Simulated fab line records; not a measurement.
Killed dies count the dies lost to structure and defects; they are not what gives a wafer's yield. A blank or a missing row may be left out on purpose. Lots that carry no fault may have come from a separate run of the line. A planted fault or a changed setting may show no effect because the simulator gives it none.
fab line records + flow sky130
[record]
- lots = 7
- wafers = 18
- lastDay = 50
route steps=708 shown VT_ADJUST_HVTP@93 VT_ADJUST_LVTN@97 PAD_OPEN@708
lots with no fault: from the same line, run without faults
startH: the number of hours between the record's first day and the start of the first shown wafer of the lot + waitH: how many hours have passed since the lot's step before this one + " repeats the value in the row above + L1.1+2: a single row standing in for several wafers + - value missing, or start not given + * or withheld: withheld + < > ~ a bound
route shown NAME@n: names a module that has steps shown in the file, with the first one's number in the route + usual: mean and standard deviation over wafers with no fault + same: alike in all rows + chamber/n: place in a boat + sites: the reading at each site + _std_site: how widely they spread, as a standard deviation + _edge_site: the outer-site mean with the inner-site mean subtracted + radiusMm: for every site, how far away it sits from the centre of the wafer + mask NAME#n: copy n + behind: the most recent tool/chamber to have shaped the wafer + hold: what put the lot on hold/how long, in hours/how the hold closed + device: the transistor (n, p or np) that didn't switch + end of line: tests run on the same wafers once the route is complete + a step with no rows: only its recipe + killed: dies that structure and defects cost at the first sort, which is not the same as the wafer's yield + map: a wafer's dies, x killed, . not, _ none there
set.NAME: the setting the step ran with; set.NAME@STEP: the setting that earlier step ran with + model.NAME: the simulator's own value behind a step, which no gauge read
lots at some steps of the route; a table a step, a row a wafer
services: a tool's chamber out of use, with start hour (startH, from the record's first day; less than 0 if before it), hours out, and reason
[[steps]]
[step SKY_VT_ADJUST_HVTP_OVL_MEAS_08]
[usual]
- VT_ADJUST_HVTP_OVL = 0.0/1.6
| lot.wafer | tool       | chamber | startH | waitH | VT_ADJUST_HVTP_OVL[nm] |
|-----------|------------|---------|--------|-------|------------------------|
| L849.1    | overlay-02 | -       | 133.55 | 0.1   | -0.1                   |
| L849.2    | "          | -       | "      | "     | 0.3                    |
| L849.6    | "          | -       | "      | "     | 0.8                    |
| L856.1    | overlay-02 | -       | 175.97 | 0.1   | -1.2                   |
| L856.4    | "          | -       | "      | "     | 0.9                    |
| L856.5    | "          | -       | "      | "     | -1.2                   |
| L862.4    | overlay-02 | -       | 218.07 | 0.1   | -1.8                   |
| L862.5    | "          | -       | "      | "     | -0.1                   |
| L863.3    | overlay-02 | -       | 244.18 | 0.1   | -2.4                   |
| L863.5    | "          | -       | "      | "     | -3.4                   |
| L865.5    | overlay-02 | -       | 249.63 | 0.0   | 0.0                    |
| L865.6    | "          | -       | "      | "     | 0.1                    |
| L868.2    | overlay-02 | -       | 260.46 | 0.1   | -1.6                   |
| L868.3    | "          | -       | "      | "     | -1.4                   |
| L868.6    | "          | -       | "      | "     | -1.6                   |
| L870.1    | overlay-01 | -       | 274.87 | 0.1   | 0.2                    |
| L870.2    | "          | -       | "      | "     | 0.5                    |
| L870.4    | "          | -       | "      | "     | 1.5                    |
[step SKY_VT_ADJUST_HVTP_IMPLANT_09]
[recipe]
- species = As
- energyKev = 150
- doseCm2 = 4.3e+12
- tiltDeg = withheld
[step SKY_VT_ADJUST_HVTP_STRIP_10]
[recipe]
- chemistry = O2/N2
- powerW = 1400
- pressureMtorr = 1500
- platenTempC = withheld
- o2FlowSccm = 3000
- n2FlowSccm = 300
- overashFraction = 0.5
[usual]
- drypumpMotorCurrentA = 5.57/0.19
- o2FlowSccm = 3001/8
- oesProductAu = 0.714/0.0041
- stripTimeToEndpointS = 14.16/0.042
| lot.wafer | tool           | chamber | startH | waitH | drypumpMotorCurrentA | o2FlowSccm | oesProductAu | rfHoursCounterH | stripTimeToEndpointS |
|-----------|----------------|---------|--------|-------|----------------------|------------|--------------|-----------------|----------------------|
| L849.1    | plasmaAsher-04 | 0       | 133.74 | 0.1   | 5.71                 | 2995       | 0.715        | 44              | 14.18                |
| L849.2    | "              | 1       | "      | "     | 5.37                 | 3001       | 0.712        | 44              | 14.18                |
| L849.6    | "              | 1       | "      | "     | 5.40                 | 2998       | 0.714        | -               | 14.16                |
| L856.1    | plasmaAsher-03 | 0       | 176.16 | 0.1   | 5.43                 | 3000       | 0.724        | 39              | 14.24                |
| L856.4    | "              | 0       | "      | "     | 5.44                 | 3005       | 0.718        | -               | 14.29                |
| L856.5    | "              | 1       | "      | "     | 5.94                 | 2990       | 0.709        | -               | 14.22                |
| L862.4    | plasmaAsher-03 | 1       | 218.27 | 0.1   | 5.95                 | 3003       | 0.710        | -               | 14.19                |
| L862.5    | "              | 0       | "      | "     | 5.43                 | 3009       | 0.714        | -               | 14.16                |
| L863.3    | plasmaAsher-02 | 1       | 244.38 | 0.1   | 5.52                 | 2991       | 0.710        | -               | 14.18                |
| L863.5    | "              | 0       | "      | "     | 5.47                 | 2996       | 0.718        | -               | 14.17                |
| L865.5    | plasmaAsher-03 | 1       | 249.86 | 0.1   | 5.96                 | 3000       | 0.723        | -               | 14.17                |
| L865.6    | "              | 0       | "      | "     | 5.43                 | 2998       | 0.714        | -               | 14.16                |
| L868.2    | plasmaAsher-04 | 1       | 260.64 | 0.1   | 5.33                 | 2989       | 0.716        | 56              | 14.18                |
| L868.3    | "              | 1       | "      | "     | 5.35                 | 2992       | 0.715        | -               | 14.20                |
| L868.6    | "              | 1       | "      | "     | 5.36                 | 2990       | 0.714        | -               | 14.13                |
| L870.1    | plasmaAsher-04 | 1       | 275.06 | 0.1   | 5.37                 | 2986       | 0.709        | 57              | 14.14                |
| L870.2    | "              | 0       | "      | "     | 5.71                 | 2994       | 0.714        | 57              | 14.11                |
| L870.4    | "              | 1       | "      | "     | 5.40                 | 2997       | 0.723        | -               | 14.16                |
[step SKY_VT_ADJUST_HVTP_TW_MEAS_11]
[usual]
- VT_ADJUST_HVTP_TW = 1348/7.6
| lot.wafer | tool         | chamber | startH | waitH | VT_ADJUST_HVTP_TW |
|-----------|--------------|---------|--------|-------|-------------------|
| L849.1    | filmMetro-03 | -       | 133.84 | 0.1   | 1342              |
| L849.2    | "            | -       | "      | "     | 1346              |
| L849.6    | "            | -       | "      | "     | 1343              |
| L856.1    | filmMetro-02 | -       | 176.26 | 0.1   | 1344              |
| L856.4    | "            | -       | "      | "     | 1336              |
| L856.5    | "            | -       | "      | "     | 1344              |
| L862.4    | filmMetro-03 | -       | 218.37 | 0.1   | 1350              |
| L862.5    | "            | -       | "      | "     | 1341              |
| L863.3    | filmMetro-02 | -       | 244.47 | 0.1   | 1337              |
| L863.5    | "            | -       | "      | "     | 1344              |
| L865.5    | filmMetro-01 | -       | 249.93 | 0.0   | 1361              |
| L865.6    | "            | -       | "      | "     | 1352              |
| L868.2    | filmMetro-03 | -       | 260.75 | 0.1   | 1340              |
| L868.3    | "            | -       | "      | "     | 1344              |
| L868.6    | "            | -       | "      | "     | 1336              |
| L870.1    | filmMetro-02 | -       | 275.16 | 0.1   | 1352              |
| L870.2    | "            | -       | "      | "     | 1342              |
| L870.4    | "            | -       | "      | "     | 1340              |
[step SKY_VT_ADJUST_LVTN_DEHYDRATE_00]
[recipe]
- tempC = 200
- timeS = 60
[step SKY_VT_ADJUST_LVTN_HMDS_01]
[recipe]
- primeTimeS = 60
- primeTempC = 120
[step SKY_VT_ADJUST_LVTN_COAT_02]
[recipe]
- spinRpm = 2000
- resistThkNm = 3000
[step SKY_VT_ADJUST_LVTN_SOFTBAKE_03]
[recipe]
- tempC = 110
- timeS = withheld
[step SKY_VT_ADJUST_LVTN_EXPOSE_04]
[recipe]
- maskId = NWM_COMPLEMENT_LESS_NATIVE
- na = 0.6
- sourceShape = conventional
- sigmaOuter = 0.6
- polarization = unpolarized
- targetCdNm = 840
- doseMj = 194
[step SKY_VT_ADJUST_LVTN_PEB_05]
[recipe]
- tempC = 115
- timeS = withheld
[step SKY_VT_ADJUST_LVTN_DEVELOP_06]
[recipe]
- wallAngleDeg = 90
- developer = TMAH
- developTimeS = 60
- devTempC = 23
[step SKY_VT_ADJUST_LVTN_OVL_MEAS_07]
[usual]
- VT_ADJUST_LVTN_OVL = -0.1/1.1
| lot.wafer | tool       | chamber | startH | waitH | VT_ADJUST_LVTN_OVL[nm] |
|-----------|------------|---------|--------|-------|------------------------|
| L849.1    | overlay-01 | -       | 152.75 | -     | 0.1                    |
| L849.2    | "          | -       | "      | "     | -1.0                   |
| L849.6    | "          | -       | "      | "     | -0.6                   |
| L856.1    | overlay-02 | -       | 196.65 | -     | -0.2                   |
| L856.4    | "          | -       | "      | "     | -2.6                   |
| L856.5    | "          | -       | "      | "     | 0.5                    |
| L862.4    | overlay-01 | -       | 241.21 | -     | 1.4                    |
| L862.5    | "          | -       | "      | "     | 2.3                    |
| L863.3    | overlay-02 | -       | 267.41 | -     | -1.6                   |
| L863.5    | "          | -       | "      | "     | 0.3                    |
| L865.5    | overlay-02 | -       | 273.17 | -     | 0.0                    |
| L865.6    | "          | -       | "      | "     | 0.5                    |
| L868.2    | overlay-01 | -       | 284.71 | -     | -1.0                   |
| L868.3    | "          | -       | "      | "     | -0.9                   |
| L868.6    | "          | -       | "      | "     | -2.1                   |
| L870.1    | overlay-01 | -       | 300.65 | -     | -0.9                   |
| L870.2    | "          | -       | "      | "     | -1.0                   |
| L870.4    | "          | -       | "      | "     | -0.6                   |
[step SKY_VT_ADJUST_LVTN_IMPLANT_08]
[recipe]
- species = B
- energyKev = 30
- doseCm2 = 1.57e+12
- tiltDeg = withheld
[usual]
- doseIonsCm2 = 1.5701e+12/1.9e+09
| lot.wafer | tool         | chamber | startH | waitH | doseIonsCm2 |
|-----------|--------------|---------|--------|-------|-------------|
| L849.1    | implanter-02 | 0       | 152.78 | 0.0   | 1.5708e+12  |
| L849.2    | "            | 0       | "      | "     | 1.5706e+12  |
| L849.6    | "            | 0       | "      | "     | 1.5695e+12  |
| L856.1    | implanter-03 | 0       | 196.68 | 0.0   | 1.5683e+12  |
| L856.4    | "            | 0       | "      | "     | 1.5666e+12  |
| L856.5    | "            | 0       | "      | "     | 1.5679e+12  |
| L862.4    | implanter-02 | 0       | 241.31 | 0.1   | 1.5693e+12  |
| L862.5    | "            | 0       | "      | "     | 1.568e+12   |
| L863.3    | implanter-02 | 0       | 267.49 | 0.1   | 1.5693e+12  |
| L863.5    | "            | 0       | "      | "     | 1.5727e+12  |
| L865.5    | implanter-02 | 0       | 273.29 | 0.1   | 1.5685e+12  |
| L865.6    | "            | 0       | "      | "     | 1.5692e+12  |
| L868.2    | implanter-04 | 0       | 284.77 | 0.0   | 1.5711e+12  |
| L868.3    | "            | 0       | "      | "     | 1.57e+12    |
| L868.6    | "            | 0       | "      | "     | 1.5708e+12  |
| L870.1    | implanter-04 | 0       | 300.69 | 0.0   | 1.5714e+12  |
| L870.2    | "            | 0       | "      | "     | 1.5709e+12  |
| L870.4    | "            | 0       | "      | "     | 1.5708e+12  |
[step SKY_VT_ADJUST_LVTN_STRIP_09]
[recipe]
- chemistry = O2/N2
- powerW = 1400
- pressureMtorr = 1500
- platenTempC = withheld
- o2FlowSccm = 3000
- n2FlowSccm = 300
- overashFraction = 0.5
[usual]
- drypumpMotorCurrentA = 5.54/0.25
- o2FlowSccm = 3000/9.7
- oesProductAu = 0.722/0.0048
- stripTimeToEndpointS = 36.92/0.094
| lot.wafer | tool           | chamber | startH | waitH | drypumpMotorCurrentA | o2FlowSccm | oesProductAu | rfHoursCounterH | stripTimeToEndpointS |
|-----------|----------------|---------|--------|-------|----------------------|------------|--------------|-----------------|----------------------|
| L849.1    | plasmaAsher-01 | 0       | 152.93 | 0.1   | 5.48                 | 2995       | 0.716        | 45              | 36.93                |
| L849.2    | "              | 1       | "      | "     | 5.23                 | 2998       | 0.721        | 45              | 36.84                |
| L849.6    | "              | 1       | "      | "     | 5.24                 | 3015       | 0.724        | -               | 36.94                |
| L856.1    | plasmaAsher-04 | 1       | 196.83 | 0.1   | 5.41                 | 3007       | 0.723        | 49              | 36.79                |
| L856.4    | "              | 1       | "      | "     | 5.40                 | 2997       | 0.720        | -               | 36.87                |
| L856.5    | "              | 0       | "      | "     | 5.70                 | 2998       | 0.718        | -               | 36.80                |
| L862.4    | plasmaAsher-03 | 1       | 241.41 | 0.1   | 5.96                 | 2996       | 0.723        | -               | 36.83                |
| L862.5    | "              | 1       | "      | "     | 5.96                 | 3001       | 0.728        | -               | 36.82                |
| L863.3    | plasmaAsher-03 | 1       | 267.62 | 0.1   | 5.97                 | 2998       | 0.725        | -               | 37.10                |
| L863.5    | "              | 0       | "      | "     | 5.44                 | 2994       | 0.710        | -               | 37.07                |
| L865.5    | plasmaAsher-03 | 1       | 273.40 | 0.1   | 5.95                 | 3019       | 0.727        | -               | 36.79                |
| L865.6    | "              | 0       | "      | "     | 5.44                 | 2993       | 0.721        | -               | 36.93                |
| L868.2    | plasmaAsher-03 | 0       | 284.89 | 0.1   | 5.43                 | 2996       | 0.713        | 50              | 36.92                |
| L868.3    | "              | 0       | "      | "     | 5.43                 | 2997       | 0.726        | -               | 36.93                |
| L868.6    | "              | 1       | "      | "     | 5.94                 | 2998       | 0.721        | -               | 36.85                |
| L870.1    | plasmaAsher-01 | 1       | 300.84 | 0.1   | 5.25                 | 2989       | 0.724        | 60              | 36.92                |
| L870.2    | "              | 0       | "      | "     | 5.48                 | 3004       | 0.729        | 60              | 37.08                |
| L870.4    | "              | 0       | "      | "     | 5.47                 | 3014       | 0.722        | -               | 36.98                |
[step SKY_VT_ADJUST_LVTN_TW_MEAS_10]
[usual]
- VT_ADJUST_LVTN_TW = 240.1/1.2
| lot.wafer | tool         | chamber | startH | waitH | hold                    | VT_ADJUST_LVTN_TW |
|-----------|--------------|---------|--------|-------|-------------------------|-------------------|
| L849.1    | filmMetro-02 | -       | 153.03 | 0.1   | -                       | 239.0             |
| L849.2    | "            | -       | "      | "     | -                       | 238.5             |
| L849.6    | "            | -       | "      | "     | -                       | 239.9             |
| L856.1    | filmMetro-04 | -       | 196.93 | 0.1   | -                       | 241.1             |
| L856.4    | "            | -       | "      | "     | -                       | 240.9             |
| L856.5    | "            | -       | "      | "     | -                       | 240.9             |
| L862.4    | filmMetro-02 | -       | 241.51 | 0.1   | awaitDispo/0.2h/release | 237.8             |
| L862.5    | "            | -       | "      | "     | awaitDispo/0.2h/release | 224.3             |
| L862.4    | filmMetro-02 | -       | 241.74 | 0.2   | -                       | 239.8             |
| L862.5    | "            | -       | "      | "     | -                       | 223.6             |
| L863.3    | filmMetro-03 | -       | 267.71 | 0.1   | awaitDispo/0.2h/release | 239.6             |
| L863.5    | "            | -       | "      | "     | awaitDispo/0.2h/release | 224.7             |
| L863.3    | filmMetro-03 | -       | 267.93 | 0.2   | -                       | 240.5             |
| L863.5    | "            | -       | "      | "     | -                       | 224.0             |
| L865.5    | filmMetro-04 | -       | 273.48 | 0.0   | awaitDispo/0.2h/release | 226.2             |
| L865.6    | "            | -       | "      | "     | awaitDispo/0.2h/release | 225.9             |
| L865.5    | filmMetro-04 | -       | 273.70 | 0.2   | -                       | 226.1             |
| L865.6    | "            | -       | "      | "     | -                       | 225.4             |
| L868.2    | filmMetro-03 | -       | 285.00 | 0.1   | -                       | 239.4             |
| L868.3    | "            | -       | "      | "     | -                       | 239.7             |
| L868.6    | "            | -       | "      | "     | -                       | 240.4             |
| L870.1    | filmMetro-04 | -       | 300.94 | 0.1   | -                       | 241.0             |
| L870.2    | "            | -       | "      | "     | -                       | 239.9             |
| L870.4    | "            | -       | "      | "     | -                       | 241.5             |
[step SKY_PAD_OPEN_PROBE_99]
[usual]
- killed_at_M0_to_M3 = 44/6.9
- killed_at_M4_up = 3.2/1.8
- killedAtContacts = 23/5.2
- killedAtFrontEnd = 15/4.5
- killedAtOther = 0.3/0.56
- killedDies = 85/8.8
- killedOpen = 47/6.7
- killedShort = 39/6.4
[same]
- grossDies = 492
- killedAtBackSide = 0
| lot.wafer | tool      | chamber | startH  | waitH | killed_at_M0_to_M3 | killed_at_M4_up | killedAtContacts | killedAtFrontEnd | killedAtOther | killedDies | killedOpen | killedShort | model.etest.nfet_01v8.driveUaUmRange | model.etest.nfet_01v8_lvt.vtSatV | model.etest.nfet_01v8_lvt.vtLongV | model.etest.nfet_01v8_lvt.bodyRiseV | model.etest.nfet_01v8.vtVRange |
|-----------|-----------|---------|---------|-------|--------------------|-----------------|------------------|------------------|---------------|------------|------------|-------------|--------------------------------------|----------------------------------|-----------------------------------|-------------------------------------|--------------------------------|
| L849.1    | prober-02 | -       | 1083.91 | 0.1   | 45                 | 5               | 18               | 10               | 0             | 78         | 40         | 38          | 4.349                                | 0.5264                           | 0.4455                            | 0.1448                              | 0.01084                        |
| L849.2    | prober-02 | -       | 1083.96 | 0.1   | 54                 | 3               | 14               | 13               | 0             | 84         | 50         | 34          | 4.275                                | 0.5305                           | 0.4425                            | 0.1466                              | 0.01236                        |
| L849.6    | prober-02 | -       | 1084.16 | 0.2   | 40                 | 6               | 30               | 21               | 0             | 97         | 55         | 42          | 4.133                                | 0.5341                           | 0.4433                            | 0.1448                              | 0.01052                        |
| L856.1    | prober-01 | -       | 1128.90 | 0.1   | 35                 | 3               | 26               | 11               | 0             | 75         | 39         | 36          | 10.25                                | 0.5204                           | 0.4304                            | 0.1415                              | 0.008189                       |
| L856.4    | prober-01 | -       | 1129.05 | 0.2   | 45                 | 2               | 29               | 11               | 1             | 88         | 52         | 36          | 7.996                                | 0.5293                           | 0.4305                            | 0.1409                              | 0.005952                       |
| L856.5    | prober-01 | -       | 1129.10 | 0.2   | 37                 | 4               | 25               | 18               | 0             | 84         | 46         | 38          | 13.22                                | 0.5262                           | 0.433                             | 0.1404                              | 0.01893                        |
| L862.4    | prober-01 | -       | 1162.27 | 0.2   | 46                 | 4               | 26               | 6                | 0             | 82         | 34         | 48          | 7.711                                | 0.555                            | 0.4481                            | 0.1537                              | 0.01327                        |
| L862.5    | prober-01 | -       | 1162.32 | 0.2   | 43                 | 3               | 22               | 20               | 0             | 88         | 47         | 41          | 17.1                                 | 0.5397                           | 0.436                             | 0.1448                              | 0.01549                        |
| L863.3    | prober-01 | -       | 1181.36 | 0.2   | 38                 | 4               | 24               | 13               | 1             | 80         | 46         | 34          | 6.001                                | 0.5487                           | 0.4424                            | 0.1471                              | 0.01007                        |
| L863.5    | prober-01 | -       | 1181.46 | 0.2   | 55                 | 2               | 33               | 14               | 1             | 105        | 62         | 43          | 17.07                                | 0.5133                           | 0.4342                            | 0.142                               | 0.01768                        |
| L865.5    | prober-02 | -       | 1188.11 | 0.2   | 51                 | 5               | 20               | 10               | 0             | 86         | 51         | 35          | 17.89                                | 0.5041                           | 0.427                             | 0.1369                              | 0.01371                        |
| L865.6    | prober-02 | -       | 1188.16 | 0.2   | 42                 | 3               | 37               | 19               | 1             | 102        | 57         | 45          | 17.52                                | 0.5144                           | 0.4287                            | 0.1373                              | 0.01303                        |
| L868.2    | prober-01 | -       | 1189.56 | 0.1   | 48                 | 7               | 23               | 21               | 0             | 99         | 66         | 33          | 11.64                                | 0.5304                           | 0.4355                            | 0.1422                              | 0.00498                        |
| L868.3    | prober-01 | -       | 1189.61 | 0.2   | 50                 | 3               | 14               | 18               | 0             | 85         | 39         | 46          | 6.072                                | 0.5331                           | 0.4308                            | 0.1424                              | 0.01314                        |
| L868.6    | prober-01 | -       | 1189.76 | 0.2   | 24                 | 1               | 21               | 25               | 1             | 72         | 36         | 36          | 9.863                                | 0.5382                           | 0.4338                            | 0.1462                              | 0.01944                        |
| L870.1    | prober-02 | -       | 1200.88 | 0.4   | 47                 | 5               | 17               | 13               | 0             | 82         | 39         | 43          | 4.859                                | 0.5303                           | 0.4434                            | 0.145                               | 0.01087                        |
| L870.2    | prober-02 | -       | 1200.93 | 0.4   | 60                 | 0               | 26               | 15               | 0             | 101        | 54         | 47          | 7.104                                | 0.5263                           | 0.4461                            | 0.148                               | 0.01392                        |
| L870.4    | prober-02 | -       | 1201.03 | 0.5   | 56                 | 5               | 20               | 16               | 0             | 97         | 52         | 45          | 13.22                                | 0.5405                           | 0.4479                            | 0.1451                              | 0.01393                        |
// killed by level:class
L849.1 VIA2:geometricParticle:open=9 VIA1:geometricParticle:open=9 CONTACT:geometricParticle:short=8 CONTACT:geometricParticle:open=8 VIA1:geometricParticle:short=6 METAL2:geometricParticle:short=5 METAL1:geometricParticle:short=5 POLY_GATE:geometricParticle:short=4
L849.2 VIA1:geometricParticle:open=14 VIA2:geometricParticle:open=9 VIA3:geometricParticle:open=9 CONTACT:geometricParticle:open=6 METAL2:geometricParticle:short=5 METAL1:geometricParticle:short=5 VIA1:geometricParticle:short=4 FIELD_ISO:geometricParticle:short=3
L849.6 VIA1:geometricParticle:open=13 CONTACT:geometricParticle:open=9 FIELD_ISO:geometricParticle:open=8 CONTACT:geometricParticle:short=7 VIA3:geometricParticle:open=7 LI_CONTACT:geometricParticle:open=6 FIELD_ISO:geometricParticle:short=5 VIA1:geometricParticle:short=5
L856.1 VIA1:geometricParticle:open=10 CONTACT:geometricParticle:open=8 LI_CONTACT:geometricParticle:open=7 POLY_GATE:geometricParticle:short=5 CONTACT:geometricParticle:short=5 VIA2:geometricParticle:open=5 LI_CONTACT:geometricParticle:short=4 METAL1:geometricParticle:short=4
L856.4 CONTACT:geometricParticle:open=11 VIA1:geometricParticle:open=10 LI_CONTACT:geometricParticle:open=8 METAL2:geometricParticle:short=8 VIA3:geometricParticle:open=7 POLY_GATE:geometricParticle:open=5 VIA2:geometricParticle:open=5 VIA2:geometricParticle:short=5
L856.5 CONTACT:geometricParticle:open=10 VIA1:geometricParticle:open=10 CONTACT:geometricParticle:short=7 FIELD_ISO:geometricParticle:open=6 METAL2:geometricParticle:short=5 SONOS_ONO:geometricParticle:open=4 LI_CONTACT:geometricParticle:open=4 VIA3:geometricParticle:short=4
L862.4 CONTACT:geometricParticle:open=8 CONTACT:geometricParticle:short=8 VIA1:geometricParticle:short=7 VIA1:geometricParticle:open=7 METAL2:geometricParticle:short=7 LOCAL_INTERCONNECT:geometricParticle:short=5 VIA2:geometricParticle:open=5 VIA3:geometricParticle:short=5
L862.5 LI_CONTACT:geometricParticle:open=8 VIA3:geometricParticle:open=8 VIA1:geometricParticle:open=7 FIELD_ISO:geometricParticle:short=6 CONTACT:geometricParticle:open=6 METAL2:geometricParticle:short=6 FIELD_ISO:geometricParticle:open=5 VIA1:geometricParticle:short=5
L863.3 VIA3:geometricParticle:open=12 VIA1:geometricParticle:open=8 LI_CONTACT:geometricParticle:open=7 LOCAL_INTERCONNECT:geometricParticle:short=6 CONTACT:geometricParticle:short=6 VIA1:geometricParticle:short=5 CONTACT:geometricParticle:open=5 FIELD_ISO:geometricParticle:short=4
L863.5 CONTACT:geometricParticle:open=13 VIA1:geometricParticle:open=12 VIA3:geometricParticle:open=10 METAL2:geometricParticle:short=9 VIA2:geometricParticle:open=7 LI_CONTACT:geometricParticle:short=6 LI_CONTACT:geometricParticle:open=5 POLY_GATE:geometricParticle:short=4
L865.5 VIA1:geometricParticle:open=16 VIA3:geometricParticle:open=9 CONTACT:geometricParticle:open=8 CONTACT:geometricParticle:short=6 VIA2:geometricParticle:open=6 VIA2:geometricParticle:short=4 VIA1:geometricParticle:short=4 METAL4:geometricParticle:short=4
L865.6 CONTACT:geometricParticle:open=17 LI_CONTACT:geometricParticle:open=9 VIA1:geometricParticle:open=8 VIA3:geometricParticle:open=7 CONTACT:geometricParticle:short=6 VIA1:geometricParticle:short=6 METAL2:geometricParticle:short=6 FIELD_ISO:geometricParticle:short=5
L868.2 VIA1:geometricParticle:open=20 CONTACT:geometricParticle:open=10 VIA3:geometricParticle:open=7 LOCAL_INTERCONNECT:geometricParticle:short=7 POLY_GATE:geometricParticle:open=6 VIA2:geometricParticle:open=6 POLY_GATE:geometricParticle:short=5 FIELD_ISO:geometricParticle:open=4
L868.3 VIA1:geometricParticle:open=14 VIA1:geometricParticle:short=9 POLY_GATE:geometricParticle:open=8 CONTACT:geometricParticle:open=6 FIELD_ISO:geometricParticle:short=5 METAL2:geometricParticle:short=5 METAL1:geometricParticle:short=5 CONTACT:geometricParticle:short=4
L868.6 POLY_GATE:geometricParticle:short=8 CONTACT:geometricParticle:open=7 LOCAL_INTERCONNECT:geometricParticle:short=6 VIA3:geometricParticle:open=6 FIELD_ISO:geometricParticle:short=5 FIELD_ISO:geometricParticle:open=4 METAL1:geometricParticle:short=4 VIA1:geometricParticle:open=4
L870.1 METAL2:geometricParticle:short=8 VIA3:geometricParticle:open=8 VIA2:geometricParticle:open=7 CONTACT:geometricParticle:open=6 VIA1:geometricParticle:short=6 VIA1:geometricParticle:open=6 METAL1:geometricParticle:short=5 FIELD_ISO:geometricParticle:open=4
L870.2 VIA1:geometricParticle:open=17 VIA2:geometricParticle:open=10 LI_CONTACT:geometricParticle:open=9 METAL1:geometricParticle:short=7 POLY_GATE:geometricParticle:short=6 CONTACT:geometricParticle:open=6 VIA1:geometricParticle:short=5 VIA3:geometricParticle:short=5
L870.4 VIA1:geometricParticle:open=12 VIA3:geometricParticle:open=10 METAL2:geometricParticle:short=8 METAL1:geometricParticle:short=8 LI_CONTACT:geometricParticle:open=7 CONTACT:geometricParticle:open=6 CONTACT:geometricParticle:short=5 POLY_GATE:geometricParticle:short=5
[[services]]
| tool           | chamber | startH | hours | kind      |
|----------------|---------|--------|-------|-----------|
| implanter-03   | -       | 114.09 | 0.8   | repair    |
| plasmaAsher-02 | -       | 116.40 | 9.0   | pm        |
| plasmaAsher-02 | 0       | 116.40 | 9.0   | ventCycle |
| plasmaAsher-02 | 1       | 116.40 | 9.0   | ventCycle |
| implanter-03   | -       | 121.03 | 2.8   | repair    |
| plasmaAsher-02 | 0       | 125.40 | -     | clean     |
| plasmaAsher-02 | 1       | 125.40 | -     | clean     |
| implanter-04   | -       | 158.06 | 0.5   | repair    |
| plasmaAsher-04 | -       | 164.17 | 7.2   | repair    |
| implanter-02   | -       | 169.68 | 9.3   | repair    |
| implanter-03   | -       | 177.56 | 5.0   | pm        |
| implanter-04   | -       | 206.64 | 4.9   | pm        |
| implanter-03   | -       | 208.29 | 0.7   | repair    |
| implanter-03   | -       | 254.79 | 6.2   | pm        |
| plasmaAsher-04 | -       | 266.30 | 1.3   | repair    |
[[key]]
[firstSign]
- step = SKY_VT_ADJUST_LVTN_TW_MEAS_10
- reading = visit
- direction = added
[effect]
- step = SKY_VT_ADJUST_LVTN_TW_MEAS_10
- reading = VT_ADJUST_LVTN_TW
- direction = down
- sigmas = 13
- usual = 240.1
- struck = 225.3
[modelEffect]
- step = SKY_PAD_OPEN_PROBE_99
- value = etest.nfet_01v8.driveUaUmRange
- without = 10.19
- struck = 17.39
metAt SKY_VT_ADJUST_LVTN_IMPLANT_08
struckWafers L862.5,L863.5,L865.5,L865.6
testerLeftOut L862,L863,L865
onsetBetween 152.78 241.31
[fault]
- kind = processParameterDrift
- tool = implanter-02
- chamber = -
- onsetH = 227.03
- steps = SKY_VT_ADJUST_LVTN_IMPLANT_08
- channel = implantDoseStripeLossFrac
- offset = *
- shape = step
- endH = 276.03
- scope = struckWafersOnly
// testerLeftOut: of these lots the tester's yield and bins aren't shown, on N5 and GAA mostly nor the transistor test; their killed dies are dies lost to structure and defects alone, not to doping, threshold or leakage, so they don't give the yield
